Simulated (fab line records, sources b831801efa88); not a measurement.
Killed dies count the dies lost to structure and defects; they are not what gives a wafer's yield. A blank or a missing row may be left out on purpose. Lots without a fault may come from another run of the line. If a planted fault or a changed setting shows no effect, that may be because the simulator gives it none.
Which tool did it?    flow sky130    12 lots with 36 wafers sampled at 5 steps, on a route of 708 steps

WHAT THE GAUGES READ, wafer by wafer
SKY_NWELL_RS_MEAS_29: measures by four-point-probe.
lot   measured      on             NWELL_RS (ohm/sq)
L304  day 5 05:26   film metro-01  625.6 625.9 624.8
L305  day 5 09:35   film metro-01  627.0 626.5 629.1
L306  day 5 19:16   film metro-04  624.2 623.9 625.3
L307  day 5 22:21   film metro-03  625.4 625.3 625.3
L310  day 6 20:20   film metro-04  619.0 620.3 621.2
L312  day 7 07:40   film metro-01  618.4 620.6 618.7
L318  day 8 21:04   film metro-04  623.6 622.2 622.2
L320  day 9 02:02   film metro-04  623.7 622.6 623.5
L323  day 11 12:20  film metro-03  624.9 623.5 625.1
L324  day 11 12:40  film metro-04  624.5 624.3 623.0
L327  day 11 12:40  film metro-01  624.2 624.6 625.9
L326  day 11 15:13  film metro-03  625.0 623.4 622.9

SKY_VT_ADJUST_HVTP_OVL_MEAS_08.
lot   measured      on          VT_ADJUST_HVTP_OVL (nm)
L304  day 5 23:11   overlay-01  2.5 0.9 3.0
L305  day 6 02:39   overlay-01  -0.2 1.7 0.5
L306  day 6 11:37   overlay-02  -0.5 0.0 -2.0
L307  day 6 14:10   overlay-01  -0.5 -1.7 2.5
L310  day 7 17:26   overlay-02  1.8 1.0 2.0
L312  day 8 03:20   overlay-02  -0.4 1.1 -0.1
L318  day 9 19:00   overlay-02  -1.3 0.3 -0.7
L320  day 9 23:50   overlay-01  1.6 1.7 1.8
L323  day 12 11:44  overlay-02  -0.9 -1.2 -1.2
L324  day 12 12:31  overlay-02  0.7 0.9 1.8
L327  day 12 12:49  overlay-01  0.5 0.7 2.8
L326  day 12 15:41  overlay-01  3.0 2.2 2.8

SKY_GATE_OXIDE_TW_MEAS_14.
lot   measured      on             GATE_OXIDE_TW
L304  day 13 09:50  film metro-03  222.9 222.6 223.3
L305  day 13 15:05  film metro-03  222.9 223.1 223.1
L306  day 14 03:41  film metro-01  218.2 218.1 217.3
L307  day 14 07:35  film metro-03  222.7 221.5 222.7
L310  day 15 22:24  film metro-03  223.4 223.3 224.2
L312  day 16 12:55  film metro-01  217.3 218.8 218.7
L318  day 18 20:47  film metro-03  223.4 223.8 223.5
L320  day 19 04:23  film metro-01  218.6 219.5 218.6
L323  day 22 06:13  film metro-01  220.1 218.2 219.2
L324  day 22 08:13  film metro-03  220.4 222.5 223.5
L327  day 22 10:13  film metro-03  222.3 222.3 222.2
L326  day 22 14:40  film metro-01  219.4 220.2 219.7

WHICH TOOL RAN EACH LOT (tool, then ch and the chambers of the sampled wafers, then the start)
lot   SKY_NWELL_IMPLANT_12             SKY_NWELL_STRIP_14
L304  implanter-04 ch 0, day 4 11:25   plasma asher-03 ch 0,1, day 4 11:43
L305  implanter-03 ch 0, day 4 15:25   plasma asher-03 ch 0,1, day 4 15:41
L306  implanter-03 ch 0, day 5 00:40   plasma asher-01 ch 0,1, day 5 00:57
L307  implanter-02 ch 0, day 5 03:36   plasma asher-01 ch 0,1, day 5 03:53
L310  implanter-03 ch 0, day 6 04:03   plasma asher-01 ch 0,1, day 6 04:21
L312  implanter-03 ch 0, day 6 12:44   plasma asher-02 ch 0,1, day 6 13:02
L318  implanter-04 ch 0, day 8 00:42   plasma asher-02 ch 0,1, day 8 00:58
L320  implanter-02 ch 0, day 8 04:39   plasma asher-02 ch 0,1, day 8 04:57
L323  implanter-04 ch 0, day 10 13:07  plasma asher-03 ch 0,1, day 10 13:24
L324  implanter-02 ch 0, day 10 13:24  plasma asher-02 ch 0,1, day 10 13:40
L327  implanter-03 ch 0, day 10 13:48  plasma asher-01 ch 0,1, day 10 14:06
L326  implanter-02 ch 0, day 10 14:52  plasma asher-02 ch 0,1, day 10 15:10
- SKY_NWELL_IMPLANT_12
- SKY_NWELL_STRIP_14: strips in O2/N2.

AS READ BY THE TOOLS THEMSELVES (means over the sampled wafers that have a number; for cases with no such wafer, the mark the record gives instead)
SKY_NWELL_IMPLANT_12.
lot   tool          beam on s (s)  dose ions cm2  faraday current uA
L304  implanter-04  10.05          1.3003e+12     7.30
L305  implanter-03  10.00          1.2988e+12     7.32
L306  implanter-03  10.02          1.3012e+12     7.31
L307  implanter-02  9.90           1.2996e+12     7.38
L310  implanter-03  10.08          1.4424e+12     8.08
L312  implanter-03  10.16          1.4437e+12     8.01
L318  implanter-04  10.00          1.3013e+12     7.35
L320  implanter-02  10.08          1.3002e+12     7.28
L323  implanter-04  10.05          1.3019e+12     7.28
L324  implanter-02  10.20          1.3000e+12     7.19
L327  implanter-03  10.02          1.2994e+12     7.32
L326  implanter-02  9.90           1.3018e+12     7.39

SKY_NWELL_STRIP_14.
lot   tool             drypump motor current A (A)  o2 flow sccm (sccm)  oes product au (a.u.)  strip time to endpoint s (s)
L304  plasma asher-03  5.3                          3004                 0.724                  36.97
L305  plasma asher-03  5.3                          2991                 0.722                  36.92
L306  plasma asher-01  5.2                          3000                 0.718                  36.99
L307  plasma asher-01  5.5                          3005                 0.720                  36.97
L310  plasma asher-01  5.5                          3003                 0.719                  37.05
L312  plasma asher-02  6.1                          2998                 0.720                  37.19
L318  plasma asher-02  5.9                          2997                 0.718                  36.90
L320  plasma asher-02  6.1                          3006                 0.723                  37.05
L323  plasma asher-03  5.5                          3003                 0.726                  37.08
L324  plasma asher-02  5.9                          3000                 0.720                  36.98
L327  plasma asher-01  5.5                          2995                 0.721                  36.95
L326  plasma asher-02  6.2                          2992                 0.726                  36.98

THE ANSWER, worked out from the rows above alone
Rule: the lots themselves supply what counts as usual. Put in order of their means at a reading, lots are off if they are a third of the lots or fewer, leave a main group of 4 or more, and stand apart from it by a gap of 3 or more times the standard deviation of the main group's means; of several such gaps the widest counts. Not used: any main group whose means are identical at the precision the tables above print for the reading. A lot without any number at a reading at which 4 lots or more have one is off too. Where the step has rows for the other lots, those lots are counted as sound. The gauges are gone through in route order, then the tools' own readings, and for those a lot's mean is taken as printed above. The first step at which some lot is off is used, and at that step the reading that is off furthest; a lot without a number counts as furthest.
Off: L310, L312, at SKY_NWELL_IMPLANT_12 (dose ions cm2). Main group: mean 1.3004e+12, sd 1e+09.
If a tool, at that step or one of the process steps before it, ran each lot that is off and ran no sound lot following the first of them, it fits. None of those tried fits.

WHAT WAS PUT IN BY THE SIMULATOR
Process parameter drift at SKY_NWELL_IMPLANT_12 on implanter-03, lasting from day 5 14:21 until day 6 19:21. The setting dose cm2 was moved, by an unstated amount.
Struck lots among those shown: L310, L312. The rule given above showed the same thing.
